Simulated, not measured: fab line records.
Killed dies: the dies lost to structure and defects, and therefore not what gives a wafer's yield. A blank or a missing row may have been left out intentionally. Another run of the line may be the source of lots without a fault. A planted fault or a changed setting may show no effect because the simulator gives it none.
Chamber matching :: flow gf180mcu :: GF_V5_ETCH_16 on rie diel-01 has 4 sister chambers
The step etches BARC in N2/H2. 8 wafers are shown with their chamber, then 7 later ones without.

## EACH WAFER AND ITS CHAMBER
wafer: L679.2
chamber: 2
drypump motor current A (A): 5.88
rf fwd power W (W): 496.5

wafer: L688.3
chamber: 3
drypump motor current A (A): 5.81
rf fwd power W (W): 496.4

wafer: L688.5
chamber: 0
drypump motor current A (A): 5.52
rf fwd power W (W): 489.0

wafer: L689.2
chamber: 3
drypump motor current A (A): 5.82
rf fwd power W (W): 498.5

wafer: L689.3
chamber: 2
drypump motor current A (A): 5.87
rf fwd power W (W): 498.2

wafer: L689.5
chamber: 1
drypump motor current A (A): 5.87
rf fwd power W (W): 494.1

wafer: L695.1
chamber: 1
drypump motor current A (A): 5.87
rf fwd power W (W): 495.6

wafer: L695.3
chamber: 0
drypump motor current A (A): 5.53
rf fwd power W (W): 493.1

## WAFERS WITHOUT THEIR CHAMBER
wafer: L695.6
drypump motor current A (A): 5.93
rf fwd power W (W): 495.0

wafer: L700.1
drypump motor current A (A): 5.86
rf fwd power W (W): 495.5

wafer: L700.2
drypump motor current A (A): 5.88
rf fwd power W (W): 497.1

wafer: L700.6
drypump motor current A (A): 5.82
rf fwd power W (W): 498.1

wafer: L701.1
drypump motor current A (A): 5.90
rf fwd power W (W): 496.8

wafer: L701.3
drypump motor current A (A): 5.54
rf fwd power W (W): 490.9

wafer: L701.6
drypump motor current A (A): 5.89
rf fwd power W (W): 494.1

## THE CHAMBER EACH PASSED THROUGH
wafer: L695.6
from the rows above: can't be placed: 2 or 1
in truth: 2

wafer: L700.1
from the rows above: can't be placed: 1 or 2
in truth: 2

wafer: L700.2
from the rows above: can't be placed: 2 or 1
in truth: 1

wafer: L700.6
from the rows above: 3
in truth: 3

wafer: L701.1
from the rows above: can't be placed: 2 or 1
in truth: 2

wafer: L701.3
from the rows above: 0
in truth: 0

wafer: L701.6
from the rows above: can't be placed: 2 or 1
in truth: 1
Placed correctly: 2 of 7. From these rows, 5 cannot be placed; in 5 the true chamber is one of the candidates. 0 placed wrongly.
How it was worked out, from the rows above alone: a wafer's distance from a chamber is the root of the sum, over the readings, of the square of ((its reading less the chamber's mean) divided by the reading's scatter). If the next closest chamber is less than 2 further off than the closest, the wafer can't be placed; otherwise it belongs to the closest. A chamber's mean is the mean of its shown wafers. The scatter: take each reading less its chamber's mean, square it, sum over the shown wafers, divide by the number of wafers less the number of chambers, and take the root.
